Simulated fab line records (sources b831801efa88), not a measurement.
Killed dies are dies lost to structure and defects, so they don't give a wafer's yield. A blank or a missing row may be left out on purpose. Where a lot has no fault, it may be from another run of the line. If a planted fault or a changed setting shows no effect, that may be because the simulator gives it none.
Comparing a struck lot with a sound one ; flow sfqLine ; 13 steps out of a route of 325
Sound: wafers L209.3, L209.4, L209.6. Struck: wafers L220.3, L220.5 (left out: L220.6, a lot-mate that was not struck); the cause follows at the end.
Per side, at each step with rows, come the tool, then ch with its chambers, and then its first start. Under that, the readings that differ: sound wafers ; struck wafers ; difference of the means ; sigmas: that difference in standard deviations of wafers without a fault.
alike: readings whose means differ by less than 2 such deviations, and words and numbers that are the same on both sides. not compared: withheld readings, readings that some wafer has no value for, bounds like >300 that may hide the same value, and numbers for which the record gives no deviation and whose values overlap.
Wherever a step has rows on one side only, a row that says differs or no value, or a row with sigmas, the two part there. When numbers do not overlap yet have no deviation, they are printed without sigmas and do not part them. A reading missing from all wafers of one side parts the sides only when that side holds two or more wafers.

first, 1 step without rows for these wafers: SFQ_TRILAYER_M0_DEP_PRE_CLEAN_020 (time 15 s).
SFQ_TRILAYER_M0_DEP_SPUTTER_019: material Nb, target thk 200 nm, time 133.3 s.
  sound on pvdSputter-04, day 9 08:35; struck on pvdSputter-05, day 12 21:28
  alike: cathodeDcPowerW, chamberPressurePa, throttleValvePct
SFQ_M0_RS_MEAS_904: measures by four-point-probe.
  sound on filmMetro-01, day 9 08:43; struck on filmMetro-02, day 12 21:35
  alike: M0_NB_RS
then, 6 steps without rows for these wafers: SFQ_TRILAYER_M0_LITHO_COAT_026 (resist thk 62 nm); SFQ_TRILAYER_M0_LITHO_COAT_021 (resist thk 600 nm); SFQ_TRILAYER_M0_LITHO_SOFTBAKE_025; SFQ_TRILAYER_M0_LITHO_EXPOSE_022 (exposes mask M0, target cd 500 nm); SFQ_TRILAYER_M0_LITHO_PEB_024 (peb time 60 s); SFQ_TRILAYER_M0_LITHO_DEVELOP_023 (time 60 s).
-- the record jumps here: 5 days lie between the struck wafers' starts before and after --
SFQ_M0_OVL_MEAS_906:
  sound on overlay-01, day 14 05:23; struck on overlay-01, day 18 06:14
  alike: M0_OVL
SFQ_TRILAYER_M0_BARC_OPEN_METAL_ETCH_031: etches BARC in O2, target depth 125 nm, time 41.7 s.
  sound on rieMetal-02 ch 0,1, day 14 05:26; struck on rieMetal-02 ch 1, day 18 06:16
  alike: drypumpMotorCurrentA, oesProductAu, rfFwdPowerW
  not compared: rfHoursCounterH
SFQ_TRILAYER_M0_ETCH_METAL_ETCH_024: etches Nb in Cl2/Ar, stops on SiO2, target depth 240 nm, time 120 s.
  sound on rieMetal-02 ch 0,1, day 14 05:31; struck on rieMetal-02 ch 1, day 18 06:22
reading;sound;struck;difference;sigmas
rfFwdPowerW (W);600.5 594.9 595.5;692.9 692.9;+95.9;+50
model.KrF_of_TRILAYER_M0_LITHO_COAT_021.thkNm (nm);380 378.6 379.2;359.9 359.7;-19.5;
model.SiO2_of_TRILAYER_L0_CAP_PECVD_011.thkNm (nm);54.79 56.09 56.43;50.34 51.24;-4.98;
model.M0.featureDepthNm (nm);201.1 201.2 201.9;203.6 203.4;+2.1;
  alike: drypumpMotorCurrentA, oesProductAu
  not compared: rfHoursCounterH
SFQ_TRILAYER_M0_STRIP_STRIP_025: strips in O2.
  sound on rieMetal-02 ch 0,1, day 14 05:48; struck on rieMetal-02 ch 1, day 18 06:38
  alike: drypumpMotorCurrentA, oesProductAu
  not compared: rfHoursCounterH

WHERE THEY PART
SFQ_TRILAYER_M0_ETCH_METAL_ETCH_024 only, going by this record. Later steps at which nothing parts them and some readings are alike: SFQ_TRILAYER_M0_STRIP_STRIP_025.

WHY: the cause the simulator had injected
rieMetal-02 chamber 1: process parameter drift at SFQ_TRILAYER_M0_ETCH_METAL_ETCH_024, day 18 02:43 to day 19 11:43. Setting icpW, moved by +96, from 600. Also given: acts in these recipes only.
